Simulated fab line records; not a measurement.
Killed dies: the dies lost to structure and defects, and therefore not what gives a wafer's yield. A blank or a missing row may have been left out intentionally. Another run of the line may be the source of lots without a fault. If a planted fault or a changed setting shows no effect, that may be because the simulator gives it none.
fab line records ; flow sfqLine
record: lots: 5; wafers: 23
route steps=325 shown I7@296
startH: hours from the record's first day to the start of the lot's first wafer shown ; waitH: hours elapsed since this lot's preceding step ; " identical to the entry in the row above ; L1.1+2: several wafers, shown together as one row ; - no value present, or no start provided ; * or withheld: withheld ; < > ~ a bound
route shown NAME@n: names a module that has steps shown in the file, with the first one's number in the route ; usual: average and standard deviation across the fault-free wafers ; same: alike in all rows ; chamber/n: place in a boat ; sites: readings site by site ; _std_site: how widely they spread, as a standard deviation ; _edge_site: the outer-site mean with the inner-site mean subtracted ; radiusMm: how far each site lies from the wafer's centre ; mask NAME#n: copy n ; behind: the last tool/chamber to shape the wafer ; hold: cause of the lot's hold/its duration in hours/its outcome ; device: the transistor (n, p or np) that didn't switch ; end of line: the route-end tests of the same wafers ; a step without rows: its recipe alone ; killed: at the first sort, the dies lost to defects and structure; wafer yield is something else ; map: a wafer's dies, x killed, . not, _ none there
set.NAME: the setting the step ran with; set.NAME@STEP: the setting that earlier step ran with ; model.NAME: the simulator's own value behind a step, which no gauge read
lots whose settings were changed on purpose; a table a step, a row a wafer
== steps ==
step: SFQ_TRILAYER_I7_DEP_PECVD_183
recipe: material: SiO2; tempC: 150; timeS: 111.11; pressureTorr: 2.4; rfW: 183.3; precursor: SiH4/N2O; targetThkNm: 500
lot.wafer;tool;chamber;startH;waitH;set.timeS;model.SiO2_of_TRILAYER_I7_DEP_PECVD_183.thkNm
L074.1;pecvd-03;0;1604.62;0.0;111.11;503.7
L074.2;pecvd-03;1;1604.62;0.0;111.11;503.9
L074.3;pecvd-03;2;1604.62;0.0;111.11;498.4
L074.4;pecvd-03;1;1604.62;0.0;111.11;508.8
L074.5;pecvd-03;0;1604.62;0.0;111.11;514.5
L075.1;pecvd-02;0;1609.72;0.0;111.11;501
L075.2;pecvd-02;2;1609.72;0.0;111.11;486.2
L075.3;pecvd-02;1;1609.72;0.0;111.11;496.8
L075.4;pecvd-02;1;1609.72;0.0;111.11;496.1
L075.6;pecvd-02;0;1609.72;0.0;111.11;506
L076.3;pecvd-04;2;1615.34;0.0;111.11;504.5
L076.4;pecvd-04;0;1615.34;0.0;111.11;491.5
L076.6;pecvd-04;2;1615.34;0.0;111.11;501.4
L081.1;pecvd-04;1;1732.32;0.0;111.11;498.7
L081.2;pecvd-04;0;1732.32;0.0;103.2;452.9
L081.3;pecvd-04;2;1732.32;0.0;103.2;456.9
L081.4;pecvd-04;0;1732.32;0.0;111.11;495.4
L081.6;pecvd-04;2;1732.32;0.0;111.11;498.5
L084.1;pecvd-04;1;1874.63;0.0;123.4;553.2
L084.2;pecvd-04;2;1874.63;0.0;111.11;493.1
L084.3;pecvd-04;0;1874.63;0.0;123.4;551.5
L084.4;pecvd-04;2;1874.63;0.0;111.11;498.7
L084.5;pecvd-04;1;1874.63;0.0;123.4;565
step: SFQ_TRILAYER_I7_CMP_CMP_184
recipe: material: SiO2; downForcePsi: 3; platenRpm: 60; padVelocityMS: 0.94248
usual: timeToEndpointS: 215/8
lot.wafer;tool;chamber;startH;waitH;set.timeS@TRILAYER_I7_DEP_PECVD_183;timeToEndpointS
L074.4;cmp-02;3;1617.97;13.3;111.11;233
L074.3;cmp-02;0;1617.97;13.3;111.11;214
L074.1;cmp-02;1;1617.97;13.3;111.11;218
L074.2;cmp-02;2;1617.97;13.3;111.11;215
L074.5;cmp-02;3;1617.97;13.3;111.11;229
L075.3;cmp-02;3;1631.77;22.0;111.11;224
L075.4;cmp-02;0;1631.77;22.0;111.11;221
L075.2;cmp-02;1;1631.77;22.0;111.11;214
L075.1;cmp-02;2;1631.77;22.0;111.11;226
L075.6;cmp-02;3;1631.77;22.0;111.11;224
L076.4;cmp-02;0;1641.35;26.0;111.11;216
L076.3;cmp-02;2;1642.35;27.0;111.11;229
L076.6;cmp-02;0;1643.35;27.9;111.11;217
L081.3;cmp-01;2;1733.25;0.9;103.2;178
L081.1;cmp-01;3;1733.25;0.9;111.11;214
L081.2;cmp-01;0;1733.25;0.9;103.2;176
L081.4;cmp-01;1;1733.25;0.9;111.11;201
L081.6;cmp-01;2;1733.25;0.9;111.11;202
L084.4;cmp-01;1;1874.79;0.1;111.11;217
L084.2;cmp-01;2;1874.79;0.1;111.11;208
L084.1;cmp-01;3;1874.79;0.1;123.4;261
L084.3;cmp-01;0;1874.79;0.1;123.4;254
L084.5;cmp-01;2;1877.29;2.6;123.4;255
step: SFQ_TRILAYER_I7_VIA_LITHO_PEB_190
recipe: pebTempC: 115; pebTimeS: 60; resist: KrF
lot.wafer;tool;chamber;startH;waitH;set.pebTempC
L074.1+2;lithoTrack-03;0;1639.62;1.0;113
L074.3+4+5;lithoTrack-03;0;1639.62;1.0;115
L075.1+2+3;lithoTrack-03;0;1645.62;1.0;112.4
L075.4+6;lithoTrack-03;0;1645.62;1.0;115
L076.3+4+6;lithoTrack-04;0;1651.67;0.7;115
L081.1+2+3+4+6;lithoTrack-02;0;1740.64;1.0;115
L084.1+2+3;lithoTrack-02;0;1884.23;1.0;115
L084.4+5;lithoTrack-02;0;1884.23;1.0;116
step: SFQ_TRILAYER_I7_VIA_BARC_OPEN_VIA_ETCH_260
recipe: maskMaterial: PR; chemistry: O2; targetDepthNm: 125; target: BARC; sourceW: 500; biasW: 80; pressureMtorr: 30; timeS: 41.7
lot.wafer;tool;chamber;startH;waitH;set.sourceW;set.pebTempC@TRILAYER_I7_VIA_LITHO_PEB_190;model.I7.cdNm
L074.1;rieDiel-03;0;1639.96;0.0;534.9;113;955.9
L074.2;rieDiel-03;3;1639.96;0.0;500;113;956.4
L074.3;rieDiel-03;1;1639.96;0.0;534.9;115;996
L074.4;rieDiel-03;2;1639.96;0.0;534.9;115;995.8
L074.5;rieDiel-03;0;1639.96;0.0;500;115;995.9
L075.1;rieDiel-04;1;1645.96;0.0;500;112.4;943.6
L075.2;rieDiel-04;0;1645.96;0.0;500;112.4;945.6
L075.3;rieDiel-04;2;1645.96;0.0;500;112.4;945.4
L075.4;rieDiel-04;3;1645.96;0.0;500;115;998.7
L075.6;rieDiel-04;2;1645.96;0.0;500;115;998.1
L076.3;rieDiel-02;2;1651.96;0.0;500;115;1001
L076.4;rieDiel-02;0;1651.96;0.0;500;115;1002
L076.6;rieDiel-02;1;1651.96;0.0;500;115;1000
L081.1;rieDiel-02;3;1740.97;0.0;500;115;998.4
L081.2;rieDiel-02;0;1740.97;0.0;500;115;999.3
L081.3;rieDiel-02;2;1740.97;0.0;546.7;115;998.5
L081.4;rieDiel-02;1;1740.97;0.0;500;115;996.3
L081.6;rieDiel-02;0;1740.97;0.0;546.7;115;997.1
L084.1;rieDiel-02;0;1884.57;0.0;500;115;1003
L084.2;rieDiel-02;3;1884.57;0.0;500;115;1002
L084.3;rieDiel-02;2;1884.57;0.0;539.4;115;1000
L084.4;rieDiel-02;1;1884.57;0.0;500;116;1019
L084.5;rieDiel-02;3;1884.57;0.0;539.4;116;1020
== key ==
split: step: SFQ_TRILAYER_I7_DEP_PECVD_183; setting: timeS; stated: 111.11; by: wafer
response: step: SFQ_TRILAYER_I7_DEP_PECVD_183; reading: model.SiO2_of_TRILAYER_I7_DEP_PECVD_183.thkNm; change: +5.63; per: 1%; r: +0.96
response: step: SFQ_TRILAYER_I7_CMP_CMP_184; reading: timeToEndpointS; change: *; per: 1%; r: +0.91
split: step: SFQ_TRILAYER_I7_VIA_LITHO_PEB_190; setting: pebTempC; stated: 115; by: wafer
response: step: SFQ_TRILAYER_I7_VIA_BARC_OPEN_VIA_ETCH_260; reading: model.I7.cdNm; change: +23.1; per: 1%; r: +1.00
split: step: SFQ_TRILAYER_I7_VIA_BARC_OPEN_VIA_ETCH_260; setting: sourceW; stated: 500; by: wafer
response none clear
